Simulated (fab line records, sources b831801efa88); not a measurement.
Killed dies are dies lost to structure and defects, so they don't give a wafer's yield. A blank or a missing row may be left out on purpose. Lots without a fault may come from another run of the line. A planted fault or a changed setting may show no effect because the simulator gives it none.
Problem report in the 8D (eight disciplines) form, filled by code | flow gf180mcu | the parts of the form that need people (team, actions taken, sign-off) are left out

1. THE PROBLEM
HV_LDD_2_TW at GF_HV_LDD_TW_MEAS_23 reads a mean of 1236 on 6 wafers of 2 lots; wafers without a fault read 1054 with a standard deviation of 4.7. That is +39 standard deviations from the usual mean.
First seen on wafer L196.4, day 16 23:53, on film_metro-01. The record holds 42 wafers of 14 lots with a number at this step. Rule for "out", or "out of limits": more than 4 standard deviations from the usual mean. The other wafers with a number count as sound.

2. WHAT IT IS AND WHAT IT IS NOT
question                    | is                     | is not
which readings at this step | HV_LDD_2_TW            | -
which lots                  | L196, L197             | L178, L180, L182, L183, L184, L187, L189, L195, L198, L199, L200, L201
which wafers of those lots  | all that have a number | -
read on which gauges        | film_metro-01          | film_metro-02, film_metro-04
when                        | from day 16 23:53      | up to then (24 sound wafers); but 12 sound wafers of L198, L199, L200, L201 came after

3. SUSPECTS, AND WHAT RULES EACH OUT
Counting: a tool at a process step up to the reading stays a suspect if it ran every lot that is out and no sound lot after the first of them.
- the gauge at GF_HV_LDD_TW_MEAS_23: ruled out. All the wafers that are out were read on film_metro-01, but those of them that GF_HV_LDD_IMPLANT_21 has rows for are out there too, on other tools.
- implanter-04 at GF_HV_LDD_IMPLANT_21: kept. It ran every lot that is out, first L196 (day 16 23:41), and no sound lot after that; its last sound lot up to then is L189 (day 14 16:49). Its own readings are out on those wafers: dose_ions_cm2, faraday_current_uA.
Left after counting: implanter-04 at GF_HV_LDD_IMPLANT_21.

4. THE CAUSE (what the simulator had put in)
Process parameter drift: implanter-04, from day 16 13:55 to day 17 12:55, at GF_HV_LDD_IMPLANT_21. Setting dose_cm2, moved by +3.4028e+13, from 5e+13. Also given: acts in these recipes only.
Counting left only this tool.

5. THE CHAIN OF EFFECTS, in route order
Each row: a reading whose mean over the struck wafers that have a number lies more than 3 standard deviations from the usual. Only readings for which the record gives a usual standard deviation are gone through. hours: the time from each lot's start at the first step in this table that gives one to its start at this step, as a median over the lots. sigmas: the change in usual standard deviations.
hours | step                 | reading            | usual     | on struck wafers | change     | sigmas
0     | GF_HV_LDD_IMPLANT_21 | dose_ions_cm2      | 4.999e+13 | 8.403e+13        | +3.404e+13 | +99 or more
0     | GF_HV_LDD_IMPLANT_21 | faraday_current_uA | 282       | 473              | +191       | +37
0     | GF_HV_LDD_TW_MEAS_23 | HV_LDD_2_TW        | 1054      | 1236             | +182       | +39
The process steps in it:
- GF_HV_LDD_IMPLANT_21
Later measuring or inspecting steps at which every struck wafer that the step has a row for has a number for every such reading, and none has moved that far: GF_HV_LDD_TW_MEAS_38, GF_HV_LDD_THK_MEAS_55.

6. WHAT WOULD HAVE CAUGHT IT SOONER
In this record the first reading out of limits at a measuring or inspecting step was taken at day 16 23:53, 10 hours after the fault began at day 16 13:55.
The tool's own readings at GF_HV_LDD_IMPLANT_21 were out on every struck wafer that the step has a row for (dose_ions_cm2, faraday_current_uA): an alarm limit on them would have fired on the first of those.
Of the lots that are out (2), L197 began GF_HV_LDD_IMPLANT_21 on implanter-04 after day 16 23:53. A hold on the tool at that time would have spared it.
